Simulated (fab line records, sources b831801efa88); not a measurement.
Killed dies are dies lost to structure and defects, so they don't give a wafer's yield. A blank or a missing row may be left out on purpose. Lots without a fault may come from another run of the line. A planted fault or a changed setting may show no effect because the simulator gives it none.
Which tool did it? | flow gf180mcu | 24 lots, 72 wafers sampled, at 3 steps of a route of 602

WHAT THE GAUGES READ, wafer by wafer
GF_M3_OVL_MEAS_15.
lot  | measured     | on         | M3_OVL (nm)
L074 | day 21 08:10 | overlay-02 | 2 -2 1
L075 | day 21 17:56 | overlay-01 | 3 -2 3
L076 | day 21 22:56 | overlay-01 | -5 -7 -3
L077 | day 22 11:29 | overlay-02 | -8 -1 -10
L078 | day 22 15:59 | overlay-02 | -2 -1 2
L079 | day 23 03:38 | overlay-02 | 5 1 -6
L080 | day 23 17:46 | overlay-02 | 1 -4 5
L081 | day 23 21:43 | overlay-02 | 6 4 5
L082 | day 24 06:53 | overlay-02 | -3 3 2
L083 | day 24 13:17 | overlay-02 | 5 -3 5
L084 | day 25 00:44 | overlay-02 | 7 2 4
L085 | day 25 06:50 | overlay-02 | 0 -4 -2
L086 | day 25 19:23 | overlay-02 | -12 -15 -11
L087 | day 26 07:05 | overlay-02 | 3 -3 -3
L088 | day 26 16:56 | overlay-02 | -3 3 -1
L089 | day 26 21:40 | overlay-01 | 2 3 2
L090 | day 27 02:05 | overlay-01 | -7 1 -3
L091 | day 27 05:29 | overlay-02 | 5 -1 -2
L092 | day 27 17:28 | overlay-02 | 8 3 6
L093 | day 27 21:26 | overlay-02 | -6 -4 -4
L094 | day 28 04:59 | overlay-02 | 7 3 7
L095 | day 28 09:25 | overlay-01 | -4 -9 -13
L096 | day 28 09:56 | overlay-01 | 2 2 5
L097 | day 28 20:14 | overlay-01 | -1 1 -2

GF_V3_THK_MEAS_01.
lot  | measured     | on            | V3_CVD_00_THK (nm)
L074 | day 21 08:58 | film_metro-03 | 606 604 597
L075 | day 21 18:48 | film_metro-01 | 602 601 606
L076 | day 21 23:44 | film_metro-03 | 608 603 602
L077 | day 22 12:45 | film_metro-02 | 599 607 599
L078 | day 22 16:53 | film_metro-03 | 600 599 601
L079 | day 23 04:25 | film_metro-01 | 598 596 600
L080 | day 23 18:32 | film_metro-03 | 614 603 606
L081 | day 23 22:28 | film_metro-01 | 604 604 606
L082 | day 24 07:40 | film_metro-03 | 600 595 594
L083 | day 24 14:05 | film_metro-01 | 600 608 607
L084 | day 25 01:31 | film_metro-02 | 601 598 602
L085 | day 25 07:38 | film_metro-02 | 608 607 607
L086 | day 25 20:10 | film_metro-03 | 602 599 604
L087 | day 26 07:53 | film_metro-03 | 609 603 616
L088 | day 26 17:44 | film_metro-03 | 602 607 605
L089 | day 26 22:27 | film_metro-03 | 600 603 606
L090 | day 27 02:50 | film_metro-03 | 603 596 604
L091 | day 27 06:17 | film_metro-02 | 612 606 611
L092 | day 27 18:14 | film_metro-01 | 606 601 604
L093 | day 27 22:13 | film_metro-03 | 607 610 615
L094 | day 28 05:47 | film_metro-02 | 605 607 600
L095 | day 28 10:10 | film_metro-02 | 605 603 607
L096 | day 28 10:41 | film_metro-02 | 594 595 604
L097 | day 28 20:59 | film_metro-02 | 612 599 601

WHICH TOOL RAN EACH LOT (tool, then ch and the chambers of the sampled wafers, then the start)
lot  | GF_M1_SPUTTER_03
L074 | pvd_sputter-03, day 16 02:22
L075 | pvd_sputter-02, day 16 13:53
L076 | pvd_sputter-04, day 16 18:19
L077 | pvd_sputter-04, day 17 05:56
L078 | pvd_sputter-03, day 17 10:08
L079 | pvd_sputter-03, day 17 21:52
L080 | pvd_sputter-02, day 18 12:26
L081 | pvd_sputter-02, day 18 16:49
L082 | pvd_sputter-03, day 19 04:43
L083 | pvd_sputter-03, day 19 10:45
L084 | pvd_sputter-02, day 19 21:53
L085 | pvd_sputter-02, day 20 06:01
L086 | pvd_sputter-04, day 20 18:49
L087 | pvd_sputter-04, day 21 07:46
L088 | pvd_sputter-02, day 21 19:12
L089 | pvd_sputter-04, day 22 01:07
L090 | pvd_sputter-02, day 22 05:32
L091 | pvd_sputter-04, day 22 10:19
L092 | pvd_sputter-04, day 23 00:09
L093 | pvd_sputter-02, day 23 03:24
L094 | pvd_sputter-03, day 23 12:13
L095 | pvd_sputter-02, day 23 16:34
L096 | pvd_sputter-02, day 23 19:01
L097 | pvd_sputter-02, day 24 05:33
- GF_M1_SPUTTER_03: material Ti, target thk 10 nm, time 6.7 s.

WHAT THE TOOLS THEMSELVES READ (means of the sampled wafers that have a number; where no wafer has one, the mark that the record gives instead)
GF_M1_SPUTTER_03.
lot  | tool           | throttle_valve_pct (%)
L074 | pvd_sputter-03 | 30.5
L075 | pvd_sputter-02 | 31.0
L076 | pvd_sputter-04 | 29.6
L077 | pvd_sputter-04 | 29.8
L078 | pvd_sputter-03 | 30.4
L079 | pvd_sputter-03 | 30.7
L080 | pvd_sputter-02 | 30.8
L081 | pvd_sputter-02 | 30.1
L082 | pvd_sputter-03 | 30.5
L083 | pvd_sputter-03 | 30.6
L084 | pvd_sputter-02 | 31.6
L085 | pvd_sputter-02 | 31.1
L086 | pvd_sputter-04 | 29.9
L087 | pvd_sputter-04 | 30.1
L088 | pvd_sputter-02 | 30.3
L089 | pvd_sputter-04 | 29.9
L090 | pvd_sputter-02 | 30.5
L091 | pvd_sputter-04 | 30.1
L092 | pvd_sputter-04 | 30.0
L093 | pvd_sputter-02 | 30.9
L094 | pvd_sputter-03 | 30.8
L095 | pvd_sputter-02 | 30.9
L096 | pvd_sputter-02 | 30.1
L097 | pvd_sputter-02 | 30.3

THE ANSWER, worked out from the rows above alone
Rule: what is usual is taken from the lots themselves. Put in order of their means at a reading, lots are off if they are a third of the lots or fewer, leave a main group of 4 or more, and stand apart from it by a gap of 3 or more times the standard deviation of the main group's means; of several such gaps the widest counts. A main group whose means are all the same, to the digits that the tables above print for the reading, isn't used. A lot without any number at a reading at which 4 lots or more have one is off too. The other lots that the step has rows for count as sound. The gauges are gone through in route order, then the tools' own readings, and for those a lot's mean is taken as printed above. The first step at which some lot is off is used, and at that step the reading that is off furthest; a lot without a number counts as furthest.
No lot is off at any reading shown: from this, nothing can be told.

WHAT THE SIMULATOR HAD PUT IN
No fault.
